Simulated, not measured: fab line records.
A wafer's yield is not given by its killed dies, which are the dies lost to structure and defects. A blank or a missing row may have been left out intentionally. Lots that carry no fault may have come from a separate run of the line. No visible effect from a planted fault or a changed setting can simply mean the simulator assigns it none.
Which tool is to blame? ; flow sky130 ; 6 lots, 18 wafers sampled, at 3 steps of a route of 708

## WHAT EACH GAUGE READ, for each wafer
SKY_LOCAL_INTERCONNECT_THK_MEAS_02: measures by xrf.
lot;measured;on;LOCAL_INTERCONNECT_TIN_THK (nm)
L296;day 28 18:31;filmMetro-03;100.5 100.1 99.5
L298;day 29 17:12;filmMetro-03;101.2 101.9 99.8
L300;day 30 19:46;filmMetro-02;99.4 101.8 100.0
L307;day 32 20:31;filmMetro-03;98.9 98.5 99.4
L310;day 33 23:46;filmMetro-01;99.6 99.2 100.0
L318;day 36 22:43;filmMetro-02;99.4 98.6 101.2

## WHICH TOOL RAN EACH LOT (tool, then ch and the chambers of the sampled wafers, then the start)
lot;SKY_LI_CONTACT_ETCH_15;SKY_LOCAL_INTERCONNECT_SPUTTER_00
L296;rieDiel-02 ch 0,2,3, day 28 17:11;pvdSputter-01, day 28 18:19
L298;rieDiel-04 ch 2,3, day 29 15:53;pvdSputter-02, day 29 17:01
L300;rieDiel-02 ch 1,2, day 30 18:26;pvdSputter-01, day 30 19:34
L307;rieDiel-02 ch 0,3, day 32 19:11;pvdSputter-01, day 32 20:19
L310;rieDiel-04 ch 0,1,3, day 33 22:17;pvdSputter-01, day 33 23:34
L318;rieDiel-02 ch 0,1, day 36 21:23;pvdSputter-04, day 36 22:31
- SKY_LI_CONTACT_ETCH_15: etches PSG in C4F8/O2/Ar, stops on Si, target depth 600 nm.
- SKY_LOCAL_INTERCONNECT_SPUTTER_00: material TiN, target thk 100 nm, time 83.3 s.

## THE ANSWER, worked out from the rows above alone
Rule: what is usual is taken from the lots themselves. The widest of any qualifying gaps counts: lots, ordered by their means at a reading, are off when they make up no more than a third of the lots, leave a main group of 4 or more, and stand apart from it by 3 or more times the standard deviation of that group's means. A main group whose means are all the same, to the digits that the tables above print for the reading, isn't used. A lot without any number at a reading at which 4 lots or more have one is off too. All remaining lots with rows at the step are treated as sound.
None of the lots is off at any reading shown; this tells nothing.

## WHAT THE SIMULATOR HAD PUT IN
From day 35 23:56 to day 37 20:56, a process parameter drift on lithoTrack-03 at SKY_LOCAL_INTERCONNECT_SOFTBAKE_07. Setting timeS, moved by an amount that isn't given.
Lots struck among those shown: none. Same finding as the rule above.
